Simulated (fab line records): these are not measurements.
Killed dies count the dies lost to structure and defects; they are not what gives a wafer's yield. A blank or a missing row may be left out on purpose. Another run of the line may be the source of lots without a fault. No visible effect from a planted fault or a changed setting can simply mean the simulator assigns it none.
Check for tools in common    flow gf180mcu    13 lots, 39 wafers sampled

== REASON IT WAS OPENED ==
GF_MVPSD_TW_MEAS_11, reading MVPSD_TW: flagged on 1 of 13 lots. No-fault wafers: 562, standard deviation 5.5.
Rule: a lot is flagged when every wafer of it that has a number lies more than 4 standard deviations from that mean, or none has a number. The rest of the lots are taken to be sound.

lot   measured      on             MVPSD_TW, wafer by wafer  flag
L625  day 5 01:32   film metro-01  570 569 569               
L626  day 5 10:31   film metro-03  562 562 563               
L627  day 5 15:25   film metro-03  564 563 566               
L628  day 5 20:17   film metro-04  552 555 557               
L629  day 6 02:53   film metro-01  557 560 561               
L631  day 6 13:40   film metro-04  552 551 550               
L633  day 7 01:55   film metro-03  568 566 569               
L635  day 7 12:37   film metro-01  561 567 564               
L637  day 8 01:47   film metro-01  30 30 30                  FLAGGED
L641  day 9 00:04   film metro-01  567 560 563               
L646  day 10 06:39  film metro-03  563 565 562               
L648  day 10 19:34  film metro-01  564 560 562               
L647  day 10 20:03  film metro-04  552 552 556               
The numbers of the flagged lots are 30 on average: -532 against the usual, or -97 standard deviations.

== LOT BY LOT: THE TOOL USED ==
The record holds 1 process step before the reading, out of a route of 602 steps. In each cell: the tool, then ch and the chambers that the sampled wafers went through, then the start.
lot   flag     GF_MVPSD_EXPOSE_04
L625           iline stepper-02 ch 0, day 4 18:12
L626           iline stepper-01 ch 0, day 5 02:59
L627           iline stepper-01 ch 0, day 5 07:08
L628           iline stepper-01 ch 0, day 5 12:41
L629           iline stepper-02 ch 0, day 5 19:38
L631           iline stepper-01 ch 0, day 6 05:43
L633           iline stepper-01 ch 0, day 6 17:42
L635           iline stepper-02 ch 0, day 7 05:01
L637  FLAGGED  iline stepper-01 ch 0, day 7 17:34
L641           iline stepper-01 ch 0, day 8 15:17
L646           iline stepper-01 ch 0, day 9 21:49
L648           iline stepper-01 ch 0, day 10 10:23
L647           iline stepper-01 ch 0, day 10 10:55
What is done by these steps:
- GF_MVPSD_EXPOSE_04: exposes mask MVPSD, target cd 1000 nm.
- GF_MVPSD_TW_MEAS_11

== FLAGGED AGAINST TOTAL, ONE TOOL AT A TIME (gauges that did the reading follow at the end) ==
step                 tool              lots run  flagged  share of the flagged lots  sound lots run after its first flagged lot
GF_MVPSD_EXPOSE_04   iline stepper-01  10        1        all                        4 (L641,L646,L648,L647)
GF_MVPSD_EXPOSE_04   iline stepper-02  3         0        none                       -
GF_MVPSD_TW_MEAS_11  film metro-01     6         1        all                        2 (L641,L648)
GF_MVPSD_TW_MEAS_11  film metro-03     4         0        none                       -
GF_MVPSD_TW_MEAS_11  film metro-04     3         0        none                       -

== WHAT IS ALLOWED BY THE TABLE ==
Table rows that saw every flagged lot: 2, namely iline stepper-01 at GF_MVPSD_EXPOSE_04 and film metro-01 at GF_MVPSD_TW_MEAS_11.
- iline stepper-01 at GF_MVPSD_EXPOSE_04: 1 of its 10 lots flagged. After the first flagged lot (L641, L646, L648, L647), sound lots still ran on it; a lasting fault on the whole tool would not permit that.
- film metro-01 at GF_MVPSD_TW_MEAS_11: 1 of its 6 lots flagged. After the first flagged lot (L641, L648), sound lots still ran on it; a lasting fault on the whole tool would not permit that.
There is no row in the table that ran each flagged lot and no sound lot after the first.

== WHAT WAS PUT IN BY THE SIMULATOR ==
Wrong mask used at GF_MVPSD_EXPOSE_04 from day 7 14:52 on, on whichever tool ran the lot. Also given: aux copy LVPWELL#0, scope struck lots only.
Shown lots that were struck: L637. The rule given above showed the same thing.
